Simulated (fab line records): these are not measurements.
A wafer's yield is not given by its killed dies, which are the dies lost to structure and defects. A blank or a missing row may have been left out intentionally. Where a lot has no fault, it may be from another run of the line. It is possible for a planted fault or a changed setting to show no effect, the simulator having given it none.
fab line records	flow sky130
[record] lots = 15	wafers = 45	lastDay = 50
route steps=708 shown LDD_LDN@301 SD_N@348 LI_CONTACT@375 LOCAL_INTERCONNECT@400
lots that met no fault: taken from a fault-free run of the same line
startH: hours from the record's opening day to when the first of the lot's shown wafers began	waitH: hours elapsed since this lot's preceding step	" same as the row above	L1.1+2: a single row standing in for several wafers	- no value, or no start given	* or withheld: withheld	< > ~ a bound
route shown NAME@n: names a module that has steps shown in the file, with the first one's number in the route	usual: mean/standard deviation taken from wafers without a fault	same: alike in all rows	chamber/n: place in a boat	sites: the reading at each site	_std_site: standard deviation across them	_edge_site: outer sites' mean less inner sites'	radiusMm: for every site, how far away it sits from the centre of the wafer	mask NAME#n: copy n	behind: tool/chamber where the wafer was last shaped	hold: why the lot went on hold/how many hours it stayed there/how the hold came to an end	device: whichever transistor did not switch (one of n, p or np)	end of line: tests run on the same wafers once the route is complete	step lacking rows: just its recipe	killed: not the wafer's yield, but the dies lost to structure and defects at the first sort	map: dies across one wafer; x = killed, . = not, _ = none there
set.NAME: the setting the step ran with; set.NAME@STEP: the setting that earlier step ran with	model.NAME: the simulator's own value behind a step, which no gauge read
the route's steps for a sample of lots (tables are steps, rows are wafers)
services: the hour from which a tool's chamber was out of use, counted from the record's first day as startH (under 0 if before that day), plus the number of hours and why
[[steps]]
[step SKY_LDD_LDN_STRIP_12]
[recipe] chemistry = O2/N2	powerW = 1400	pressureMtorr = 1500	platenTempC = withheld	o2FlowSccm = 3000	n2FlowSccm = 300	overashFraction = 0.5
[usual] drypumpMotorCurrentA = 5.8/0.4	oesProductAu = 0.715/0.0044	stripTimeToEndpointS = 14.19/0.038
lot.wafer	tool	chamber	startH	waitH	drypumpMotorCurrentA	oesProductAu	rfHoursCounterH	stripTimeToEndpointS
L494.1	plasmaAsher-03	1	524.73	0.1	5.4	0.714	36	14.19
L494.5	"	1	"	"	5.3	0.711	-	14.20
L494.6	"	0	"	"	6.2	0.720	-	14.20
L496.2	plasmaAsher-04	1	537.89	0.1	5.4	0.709	12	14.30
L496.3	"	0	"	"	6.0	0.712	-	14.25
L496.4	"	1	"	"	5.4	0.719	-	14.26
L500.1	plasmaAsher-03	0	572.83	0.1	6.2	0.717	41	14.19
L500.3	"	0	"	"	6.2	0.720	-	14.19
L500.5	"	1	"	"	5.3	0.717	-	14.19
L502.3	plasmaAsher-04	1	594.96	0.1	5.3	0.716	-	14.11
L502.4	"	0	"	"	6.0	0.708	-	14.15
L502.6	"	0	"	"	6.0	0.715	-	14.16
L504.1	plasmaAsher-04	0	612.79	0.1	6.0	0.712	20	14.19
L504.3	"	0	"	"	6.0	0.716	-	14.17
L504.6	"	1	"	"	5.4	0.718	-	14.16
L505.1	plasmaAsher-03	1	617.54	0.1	5.4	0.712	45	14.21
L505.5	"	1	"	"	5.3	0.706	-	14.23
L505.6	"	0	"	"	6.3	0.711	-	14.20
L506.1	plasmaAsher-03	0	631.04	0.1	6.2	0.719	47	14.22
L506.3	"	1	"	"	5.3	0.708	-	14.24
L506.4	"	0	"	"	6.2	0.708	-	14.23
L507.1	plasmaAsher-03	1	636.34	0.1	5.3	0.720	47	14.20
L507.3	"	1	"	"	5.3	0.714	-	14.20
L507.6	"	0	"	"	6.2	0.707	-	14.20
L508.1	plasmaAsher-03	0	649.38	0.1	6.2	0.720	49	14.25
L508.3	"	0	"	"	6.2	0.732	-	14.15
L508.4	"	1	"	"	5.3	0.718	-	14.17
L509.1	plasmaAsher-03	1	672.39	0.1	5.3	0.707	51	14.15
L509.4	"	0	"	"	6.2	0.710	-	14.21
L509.5	"	1	"	"	5.4	0.712	-	14.19
L512.1	plasmaAsher-04	1	684.73	0.1	5.4	0.718	26	14.18
L512.3	"	1	"	"	5.3	0.717	-	14.21
L512.5	"	1	"	"	5.4	0.716	-	14.18
L513.1	plasmaAsher-03	1	691.17	0.1	5.3	0.712	53	14.21
L513.3	"	1	"	"	5.4	0.719	-	14.16
L513.5	"	1	"	"	5.3	0.719	-	14.20
L514.3	plasmaAsher-03	1	701.56	0.1	5.3	0.713	-	14.15
L514.5	"	1	"	"	5.3	0.715	-	14.18
L514.6	"	0	"	"	6.2	0.721	-	14.14
L516.3	plasmaAsher-02	0	709.01	0.1	6.2	0.707	-	14.20
L516.4	"	1	"	"	5.6	0.712	-	14.23
L516.5	"	1	"	"	5.6	0.719	-	14.23
L517.1	plasmaAsher-03	0	714.93	0.1	6.2	0.721	55	14.17
L517.4	"	0	"	"	6.2	0.720	-	14.13
L517.5	"	1	"	"	5.3	0.712	-	14.12
[step SKY_SD_N_DEVELOP_06]
[recipe] resist = NOVOLAK	developer = TMAH	developTimeS = 60	devTempC = 23
[usual] chillPlateTempC = 22.99/0.1	developTimeS = 60/0	developerTempC = 22.99/0.11
lot.wafer	tool	chamber	startH	waitH	chillPlateTempC	developTimeS	developerTempC
L494.1	lithoTrack-04	0	645.74	0.1	22.78	60	23.00
L494.5	"	0	"	"	22.92	60	23.21
L494.6	"	0	"	"	22.90	60	22.94
L496.2	lithoTrack-02	0	658.21	0.1	23.09	60	22.99
L496.3	"	0	"	"	23.10	60	23.08
L496.4	"	0	"	"	23.34	60	22.85
L500.1	lithoTrack-02	0	689.79	0.1	23.08	60	22.84
L500.3	"	0	"	"	23.18	60	22.97
L500.5	"	0	"	"	22.94	60	22.97
L502.3	lithoTrack-04	0	710.29	0.1	22.92	60	23.08
L502.4	"	0	"	"	22.94	60	23.00
L502.6	"	0	"	"	22.87	60	23.15
L504.1	lithoTrack-02	0	726.34	0.1	22.90	60	23.04
L504.3	"	0	"	"	23.04	60	22.99
L504.6	"	0	"	"	23.02	60	23.05
L505.1	lithoTrack-01	0	733.96	0.1	23.04	60	22.96
L505.5	"	0	"	"	23.11	60	23.06
L505.6	"	0	"	"	22.97	60	23.12
L506.1	lithoTrack-02	0	745.09	0.1	22.83	60	23.09
L506.3	"	0	"	"	23.01	60	23.00
L506.4	"	0	"	"	22.84	60	23.14
L507.1	lithoTrack-02	-	750.19	0.1	-	-	-
L507.3	"	-	"	"	-	-	-
L507.6	"	-	"	"	-	-	-
L508.1	lithoTrack-02	-	761.59	0.1	-	-	-
L508.3	"	-	"	"	-	-	-
L508.4	"	-	"	"	-	-	-
L509.1	lithoTrack-04	-	783.34	0.1	-	-	-
L509.4	"	-	"	"	-	-	-
L509.5	"	-	"	"	-	-	-
L512.1	lithoTrack-01	0	792.86	0.1	22.93	60	23.05
L512.3	"	0	"	"	22.98	60	22.86
L512.5	"	0	"	"	23.04	60	22.90
L514.3	lithoTrack-04	0	810.79	0.1	22.92	60	23.07
L514.5	"	0	"	"	22.85	60	22.89
L514.6	"	0	"	"	22.82	60	22.99
L513.1	lithoTrack-01	0	811.11	0.1	22.85	60	23.10
L513.3	"	0	"	"	22.79	60	23.25
L513.5	"	0	"	"	22.88	60	23.15
L516.3	lithoTrack-04	0	817.14	0.1	22.87	60	23.09
L516.4	"	0	"	"	22.95	60	23.08
L516.5	"	0	"	"	22.95	60	22.97
L517.1	lithoTrack-01	0	824.76	0.1	22.95	60	23.04
L517.4	"	0	"	"	22.97	60	22.97
L517.5	"	0	"	"	22.99	60	23.10
[step SKY_LI_CONTACT_OVL_MEAS_13]
[usual] LI_CONTACT_OVL = 1/4.9
lot.wafer	tool	chamber	startH	waitH	LI_CONTACT_OVL[nm]
L494.1	overlay-01	-	676.26	0.1	5
L494.5	"	-	"	"	7
L494.6	"	-	"	"	-1
L496.2	overlay-01	-	689.63	0.1	7
L496.3	"	-	"	"	2
L496.4	"	-	"	"	6
L500.1	overlay-01	-	719.84	0.1	2
L500.3	"	-	"	"	4
L500.5	"	-	"	"	9
L502.3	overlay-01	-	742.67	0.1	4
L502.4	"	-	"	"	-7
L502.6	"	-	"	"	-4
L504.1	overlay-02	-	754.89	0.1	-3
L504.3	"	-	"	"	-5
L504.6	"	-	"	"	-8
L505.1	overlay-02	-	763.24	0.1	2
L505.5	"	-	"	"	2
L505.6	"	-	"	"	6
L506.1	overlay-01	-	773.66	0.1	0
L506.3	"	-	"	"	0
L506.4	"	-	"	"	5
L507.1	overlay-01	-	779.64	0.1	2
L507.3	"	-	"	"	0
L507.6	"	-	"	"	6
L508.1	overlay-01	-	790.04	0.1	0
L508.3	"	-	"	"	-4
L508.4	"	-	"	"	-1
L509.1	overlay-02	-	812.33	0.1	1
L509.4	"	-	"	"	4
L509.5	"	-	"	"	4
L512.1	overlay-02	-	821.79	0.1	4
L512.3	"	-	"	"	2
L512.5	"	-	"	"	8
L514.3	overlay-02	-	838.94	0.1	-2
L514.5	"	-	"	"	-4
L514.6	"	-	"	"	-6
L513.1	overlay-02	-	839.19	0.1	-1
L513.3	"	-	"	"	5
L513.5	"	-	"	"	-8
L516.3	overlay-01	-	845.60	0.1	9
L516.4	"	-	"	"	7
L516.5	"	-	"	"	8
L517.1	overlay-01	-	852.01	0.1	4
L517.4	"	-	"	"	-2
L517.5	"	-	"	"	3
[step SKY_LOCAL_INTERCONNECT_ETCH_13]
[recipe] chemistry = N2/H2	target = BARC	ionEnergyEv = 200	biasW = 100	pressureMtorr = 30	n2FlowSccm = 100	h2FlowSccm = 200	icpW = 500	stopOn = SiO2	timeS = 45.9	targetDepthA = 600
[usual] drypumpMotorCurrentA = 5.6/0.43	oesProductAu = 0.854/0.0046	throttleValvePct = 13.225/0.0087
lot.wafer	tool	chamber	startH	waitH	drypumpMotorCurrentA	oesProductAu	rfHoursCounterH	throttleValvePct
L494.1	rieMetal-01	1	706.08	0.0	5.3	0.859	2	13.225
L494.5	"	1	"	"	5.3	0.851	-	13.240
L494.6	"	1	"	"	5.3	0.863	-	13.240
L496.2	rieMetal-01	1	718.76	0.0	5.3	0.857	3	13.232
L496.3	"	0	"	"	5.9	0.840	-	13.212
L496.4	"	1	"	"	5.3	0.862	-	13.235
L500.1	rieMetal-02	1	749.45	0.0	6.1	0.846	2	13.219
L500.3	"	0	"	"	5.0	0.856	-	13.231
L500.5	"	0	"	"	5.0	0.857	-	13.213
L502.3	rieMetal-02	0	771.19	0.0	5.0	0.854	-	13.228
L502.4	"	1	"	"	6.1	0.858	-	13.234
L502.6	"	0	"	"	5.0	0.854	-	13.217
L504.1	rieMetal-01	1	782.53	0.0	5.3	0.853	4	13.221
L504.3	"	0	"	"	6.0	0.845	-	13.227
L504.6	"	0	"	"	6.0	0.854	-	13.227
L505.1	rieMetal-02	0	790.95	0.0	5.0	0.846	5	13.213
L505.5	"	0	"	"	5.0	0.857	-	13.222
L505.6	"	1	"	"	6.1	0.851	-	13.218
L506.1	rieMetal-04	1	801.31	0.0	6.0	0.855	5	13.230
L506.3	"	1	"	"	6.0	0.856	-	13.218
L506.4	"	1	"	"	5.9	0.858	-	13.226
L507.1	rieMetal-01	0	807.50	0.0	6.0	0.855	6	13.229
L507.3	"	0	"	"	6.0	0.859	-	13.223
L507.6	"	1	"	"	5.3	0.857	-	13.216
L508.1	rieMetal-04	1	817.43	0.0	6.0	0.854	6	13.230
L508.3	"	0	"	"	5.9	0.852	-	13.241
L508.4	"	1	"	"	6.0	0.852	-	13.217
L509.1	rieMetal-02	1	839.58	0.0	6.1	0.863	6	13.253
L509.4	"	0	"	"	5.0	0.852	-	13.219
L509.5	"	0	"	"	5.0	0.850	-	13.227
L512.1	rieMetal-02	0	849.57	0.0	5.0	0.851	8	13.217
L512.3	"	1	"	"	6.1	0.862	-	13.215
L512.5	"	0	"	"	5.0	0.856	-	13.235
L514.3	rieMetal-01	0	866.92	0.0	5.9	0.854	-	13.218
L514.5	"	0	"	"	5.9	0.858	-	13.225
L514.6	"	1	"	"	5.4	0.861	-	13.239
L513.1	rieMetal-04	1	866.93	0.0	6.0	0.857	8	13.210
L513.3	"	0	"	"	5.9	0.852	-	13.233
L513.5	"	0	"	"	5.8	0.854	-	13.221
L516.3	rieMetal-02	0	872.79	0.0	5.0	0.853	-	13.228
L516.4	"	1	"	"	6.1	0.846	-	13.217
L516.5	"	1	"	"	6.1	0.847	-	13.219
L517.1	rieMetal-01	1	878.90	0.0	5.3	0.856	8	13.224
L517.4	"	1	"	"	5.3	0.854	-	13.215
L517.5	"	1	"	"	5.3	0.853	-	13.226
[[services]]
tool	chamber	startH	hours	kind
rieMetal-01	0	562.78	6.4	repair
rieMetal-01	0	569.19	-	clean
rieMetal-01	0	569.19	21.3	scheduledDown
rieMetal-01	0	569.19	21.3	ventCycle
rieMetal-04	0	572.07	8.7	repair
plasmaAsher-03	-	596.63	2.4	repair
rieMetal-01	1	602.35	2.2	repair
rieMetal-01	1	604.59	-	clean
rieMetal-04	1	610.24	22.4	repair
plasmaAsher-04	-	616.78	2.7	repair
plasmaAsher-02	-	618.78	1.1	repair
rieMetal-01	1	648.36	12.6	repair
rieMetal-04	1	664.87	16.3	repair
plasmaAsher-04	-	674.46	8.6	repair
rieMetal-01	0	705.97	5.3	repair
rieMetal-02	-	764.89	0.3	repair
plasmaAsher-02	-	781.52	1.0	repair
plasmaAsher-03	-	790.02	0.8	repair
rieMetal-04	0	790.04	15.7	repair
rieMetal-02	-	802.54	0.6	repair
plasmaAsher-02	-	837.83	1.2	repair
plasmaAsher-04	-	837.98	1.5	repair
plasmaAsher-02	-	859.40	1.2	repair
rieMetal-01	-	864.23	1.4	pm
[[key]]
[firstSign] step = SKY_SD_N_DEVELOP_06	reading = toolRecord	direction = missing
effect none on later readings
metAt SKY_SD_N_DEVELOP_06
struckLots L507,L508,L509
sortLeftOut L507.1,L507.3,L507.6,L508.1,L508.3,L508.4,L509.1,L509.4,L509.5
testerLeftOut L507,L508,L509
notActingAt SKY_LDD_LDN_STRIP_12,SKY_LI_CONTACT_OVL_MEAS_13,SKY_LOCAL_INTERCONNECT_ETCH_13
onsetBetween 745.09 750.19
[fault] kind = skippedStepWhole	tool = lithoTrack-02,lithoTrack-04	chamber = -	onsetH = 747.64	steps = SKY_SD_N_DEVELOP_06	scope = struckLotsOnly
// testerLeftOut: of these lots the tester's yield and bins aren't shown, on N5 and GAA mostly nor the transistor test; their killed dies are dies lost to structure and defects alone, not to doping, threshold or leakage, so they don't give the yield
// sortLeftOut: the simulated sort isn't trusted on such a fault, so these wafers' sort isn't shown, and their yield isn't known
